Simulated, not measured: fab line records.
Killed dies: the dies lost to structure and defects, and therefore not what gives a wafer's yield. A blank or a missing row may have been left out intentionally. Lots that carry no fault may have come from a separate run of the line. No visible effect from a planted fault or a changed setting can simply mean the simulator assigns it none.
A lot that was struck, set against a sound lot ; flow sky130 ; 43 out of 708 route steps
Sound: the wafers L953.3, L953.4, L953.5. Struck: wafer L971.5. (L971.2, L971.6 of the same lot were not struck and are left out.) The cause comes at the end.
Each step with rows lists, per side, the tool, then ch with its chambers, then its first start. Under that, the readings that differ: sound wafers ; struck wafers ; difference of the means ; sigmas: that difference in standard deviations of wafers without a fault.
alike: readings with means less than 2 such deviations apart, plus words and numbers identical on both sides. not compared: withheld readings, readings lacking a value on some wafer, bounds such as >300 that could conceal the same value, and numbers that have no deviation in the record and whose values overlap.
Wherever a step has rows on one side only, a row that says differs or no value, or a row with sigmas, the two part there. Non-overlapping numbers with no deviation appear without sigmas and do not part them. Lack of a reading on every wafer of one side parts them only where that side has two or more wafers.

SKY_VIA3_STRIP_16: strips in O2/N2.
  sound on plasma_asher-03 ch 0,1, day 40 18:08; struck on plasma_asher-04 ch 1, day 45 05:59
  alike: drypump_motor_current_A, oes_product_au, strip_time_to_endpoint_s
  not compared: rf_hours_counter_h
then, 5 steps without rows for these wafers: SKY_VIA3_STRIP_17 (strips in post etch residue remover, time 1200 s); SKY_VIA3_CLEAN_18 (cleans in IPA, time 180 s); SKY_VIA3_CLEAN_19 (cleans in O3/DIW); SKY_VIA3_SPUTTER_20 (material TiN, target thk 20 nm, time 80 s); SKY_VIA3_CVD_21 (deposits W, target thk 390 nm, time 117.31 s).
SKY_VIA3_RS_MEAS_22: uses a four-point probe to measure.
  sound: film_metro-03 at day 40 18:55; struck: film_metro-03 at day 45 06:47
  alike: VIA3_W_RS
SKY_VIA3_THK_MEAS_23: measures by xrf.
  sound: film_metro-03 at day 40 19:01; struck: film_metro-03 at day 45 06:53
  alike: VIA3_W_THK
SKY_VIA3_CMP_24: polishes, stops on SiO2, t overpolish 20 s, target thk 0 nm.
  sound on cmp-01 ch 1,2, day 40 19:15; struck on cmp-02 ch 2, day 45 07:05
  alike: motor_current_A, overpolish_run_s, time_to_endpoint_s
then, 1 step without rows for these wafers: SKY_METAL4_SPUTTER_00 (material Ti, target thk 15 nm, time 10 s).
SKY_METAL4_SPUTTER_01: material TiN, target thk 20 nm, time 16.7 s.
  sound: pvd_sputter-03 at day 40 19:34; struck: pvd_sputter-01 at day 45 07:16
  alike: throttle_valve_pct
then, 1 step without rows for these wafers: SKY_METAL4_SPUTTER_02 (material AlCu, target thk 735 nm, time 39.1 s).
SKY_METAL4_SPUTTER_03: material Ti, target thk 5 nm, time 3.3 s.
  sound: pvd_sputter-03 at day 40 19:38; struck: pvd_sputter-01 at day 45 07:19
  alike: throttle_valve_pct
then, 1 step without rows for these wafers: SKY_METAL4_SPUTTER_04 (material TiN, target thk 70 nm, time 58.3 s).
SKY_CAP2M_CVD_00: deposits SiO2, target thk 15.5 nm.
  sound on pecvd-01 ch 0,1, day 40 19:42; struck on pecvd-03 ch 1, day 45 07:23
  alike: heater_power_w
SKY_CAP2M_THK_MEAS_01:
  sound: film_metro-03 at day 40 19:45; struck: film_metro-03 at day 45 07:25
  alike: CAP2M_CVD_00_THK
SKY_CAP2M_SPUTTER_02: material TiN, target thk 200 nm, time 166.7 s.
  sound: pvd_sputter-01 at day 40 19:47; struck: pvd_sputter-02 at day 45 07:28
  alike: substrate_temp_c, throttle_valve_pct
SKY_CAP2M_RS_MEAS_03: uses a four-point probe to measure.
  sound: film_metro-03 at day 40 19:56; struck: film_metro-04 at day 45 07:36
reading;sound;struck;difference;sigmas
CAP2M_TIN_RS (ohm/sq);6.72 6.75 6.78;6.95;+0.20;+3
SKY_CAP2M_THK_MEAS_04: measures by xrf.
  sound: film_metro-03 at day 40 20:02; struck: film_metro-04 at day 45 07:43
reading;sound;struck;difference;sigmas
CAP2M_TIN_THK (nm);205.8 204.4 204.3;196.0;-8.8;-4
then, 7 steps without rows for these wafers: SKY_CAP2M_DEHYDRATE_05 (time 60 s); SKY_CAP2M_HMDS_06 (prime time 60 s); SKY_CAP2M_COAT_07 (resist thk 1140 nm); SKY_CAP2M_SOFTBAKE_08 (time 60 s); SKY_CAP2M_EXPOSE_09 (exposes mask CAP2M, target cd 1000 nm); SKY_CAP2M_PEB_10; SKY_CAP2M_DEVELOP_11 (develop time 60 s).
SKY_CAP2M_OVL_MEAS_12:
  sound: overlay-01 at day 41 19:19; struck: overlay-01 at day 46 04:28
  alike: CAP2M_OVL
then, 13 steps without rows for these wafers: SKY_CAP2M_METAL_ETCH_13 (etches TiN in Cl2/BCl3, stops on SiO2, target depth 220 nm, time 62.9 s); SKY_CAP2M_STRIP_14 (strips in O2/N2); SKY_CAP2M_STRIP_15 (strips in post etch residue remover, time 1200 s); SKY_CAP2M_CLEAN_16 (cleans in IPA, time 180 s); SKY_CAP2M_CLEAN_17 (cleans in O3/DIW); SKY_METAL4_DEHYDRATE_05 (time 60 s); SKY_METAL4_HMDS_06 (prime time 60 s); SKY_METAL4_COAT_07 (resist thk 60 nm); SKY_METAL4_COAT_08 (resist thk 1140 nm); SKY_METAL4_SOFTBAKE_09 (time 90 s); SKY_METAL4_EXPOSE_10 (exposes mask MM4, target cd 300 nm); SKY_METAL4_PEB_11; SKY_METAL4_DEVELOP_12 (develop time 60 s).
SKY_METAL4_CD_MEAS_13: target cd 300 nm.
  sound: cd_sem-02 at day 42 19:40; struck: cd_sem-01 at day 47 01:41
  alike: cd_nm
SKY_METAL4_OVL_MEAS_14:
  sound: overlay-01 at day 42 19:45; struck: overlay-01 at day 47 01:47
  alike: METAL4_OVL
-- the record jumps here: 3 days lie between the struck wafers' starts before and after (it left off in module METAL4 and takes up again in module PAD_OPEN, whose first step shown is number 708 of the route) --
SKY_PAD_OPEN_PROBE_99:
  sound: prober-01 at day 46 17:15; struck: prober-02 at day 50 10:43
reading;sound;struck;difference;sigmas
defect_limited_yield (%);85.0 81.9 81.5;73.8;-9.0;-5
killed_at_M4_up;3 4 2;48;+45;+30
killed_dies;74 89 91;129;+44;+5
sort_bin_3_pad_short (%);0.2 1.0 0.6;2.6;+2.0;+5
sort_bin_5_function (%);8.5 11.2 11.6;17.3;+6.9;+5
sort_n_pass;418 403 401;363;-44;-5
sort_yield_pct (%);85.0 81.9 81.5;73.8;-9.0;-5
model.etest.tester.sort_n_pass;418 403 401;363;-44;
model.etest.tester.sort_yield_pct (%);84.96 81.91 81.5;73.78;-9.01;
model.etest.tester.sort_bin_5_pct (%);8.537 11.18 11.59;17.28;+6.84;
model.etest.tester.sort_bin_3_pct (%);0.2033 1.016 0.6098;2.642;+2.032;
  alike: killed_at_M0_to_M3, killed_at_contacts, killed_at_front_end, killed_at_other, killed_open, killed_short, sort_bin_6_memory

== WHERE THEY PART ==
Earliest at SKY_CAP2M_RS_MEAS_03; latest, in this record, at SKY_PAD_OPEN_PROBE_99.

WHY: what the simulator had put in
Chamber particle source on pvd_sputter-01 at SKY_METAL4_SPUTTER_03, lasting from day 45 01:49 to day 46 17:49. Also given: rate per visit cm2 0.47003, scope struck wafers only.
